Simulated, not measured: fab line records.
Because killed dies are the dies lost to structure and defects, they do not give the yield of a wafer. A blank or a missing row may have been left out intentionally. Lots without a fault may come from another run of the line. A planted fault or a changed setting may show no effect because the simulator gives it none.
Split-lot experiment -- flow gf180mcu -- on a route of 602 steps: 5 lots, 23 wafers read

## ABOUT THE SPLIT
At GF_HV_LDD_COAT_41 (resist thk 1000 nm), the setting spin rpm was moved away from the recipe's 3000 rpm on 9 of the 23 wafers read, by -6.5% to +6.6%. All remaining wafers had this setting at the recipe value.

The reading comes from the split's own step.

## THE READING
NOVOLAK_of_HV_LDD_COAT_41.thk nm (the simulator's own value, which no gauge read), in nm, at GF_HV_LDD_COAT_41 (resist thk 1000 nm). No usual value for it is given in the file. The 14 wafers here that ran the recipe average 1001.0 nm, standard deviation 2.2 nm.

wafer,"tool, chamber at the split","spin rpm as run, rpm",against the recipe,"NOVOLAK_of_HV_LDD_COAT_41.thk nm, nm",against lot-mates on the recipe
L074.1,"litho track-04, 0",3000,recipe,997.3,-
L074.2,"litho track-04, 0",3000,recipe,1002,-
L074.6,"litho track-04, 0",3000,recipe,999.9,-
L078.1,"litho track-04, 0",3199,+6.6%,968.7,-31.0
L078.2,"litho track-04, 0",3000,recipe,999.5,-
L078.4,"litho track-04, 0",3000,recipe,1000,-
L078.5,"litho track-04, 0",3199,+6.6%,966.4,-33.4
L078.6,"litho track-04, 0",3199,+6.6%,966.7,-33.0
L080.2,"litho track-04, 0",3000,recipe,998.1,-
L080.3,"litho track-04, 0",3000,recipe,1002,-
L080.4,"litho track-04, 0",3000,recipe,1001,-
L080.5,"litho track-04, 0",3000,recipe,1004,-
L080.6,"litho track-04, 0",3000,recipe,1000,-
L081.1,"litho track-04, 0",3000,recipe,999.5,-
L081.3,"litho track-04, 0",3076,+2.5%,987.6,-13.1
L081.4,"litho track-04, 0",3076,+2.5%,989.6,-11.1
L081.5,"litho track-04, 0",3000,recipe,1002,-
L081.6,"litho track-04, 0",3076,+2.5%,987.9,-12.9
L085.1,"litho track-01, 0",3000,recipe,1004,-
L085.2,"litho track-01, 0",2806,-6.5%,1036,+31.5
L085.3,"litho track-01, 0",3000,recipe,1005,-
L085.4,"litho track-01, 0",2806,-6.5%,1040,+35.5
L085.6,"litho track-01, 0",2806,-6.5%,1035,+30.5

THE FIT
A straight line over all 23 wafers: NOVOLAK_of_HV_LDD_COAT_41.thk nm changes by -5.31 nm for each +1% of spin rpm; r = -0.99; the points scatter about the line by 2.1 nm.
The same after taking each lot's own level away (the mean of its wafers on the recipe; 23 wafers): -4.96 nm for each +1%; r = -1.00; scatter 1.6 nm.
According to that fit, moving spin rpm by its largest amount changes the reading by 33 nm.
Across the lots, their own levels run from 999.73 to 1004.50 nm, a range of 2.2 times the standard deviation given above.
Consequently the slope shifts little with the lot-to-lot level, the two slopes agreeing.
Check: with one of the wafers moved furthest among these (+6.6%) left out of the fit, the line predicts -33.2 nm for it against its lot-mates. Against them it came out at -31 nm.

## FURTHER SPLITS ON THESE WAFERS
Before the reading, these wafers also passed through other splits. Each is held against what the fit with the lots' levels taken away leaves over:
other split on the same wafers,wafers away from the commonest value,r with NOVOLAK_of_HV_LDD_COAT_41.thk nm (lot level and that fit taken away)
GF_POLY_GATE_PEB_08 peb time s,11,+0.12
GF_HV_LDD_DEVELOP_06 develop time s,9,+0.27

## THE WHOLE CHAIN: every reading that the file lists as answering this split, in the file's order
step,what it does,reading,change (the file's fit),r (the file's)
GF_HV_LDD_COAT_41,resist thk 1000 nm,"NOVOLAK_of_HV_LDD_COAT_41.thk nm (the simulator's own value, which no gauge read)",-4.98 nm for each +1% of the setting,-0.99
GF_HV_LDD_STRIP_49,strips in O2/N2,strip time to endpoint s,withheld for each +1% of the setting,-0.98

## THE FILE'S OWN FIT
NOVOLAK_of_HV_LDD_COAT_41.thk nm changes by -4.98 nm for each +1% of spin rpm, r = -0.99.
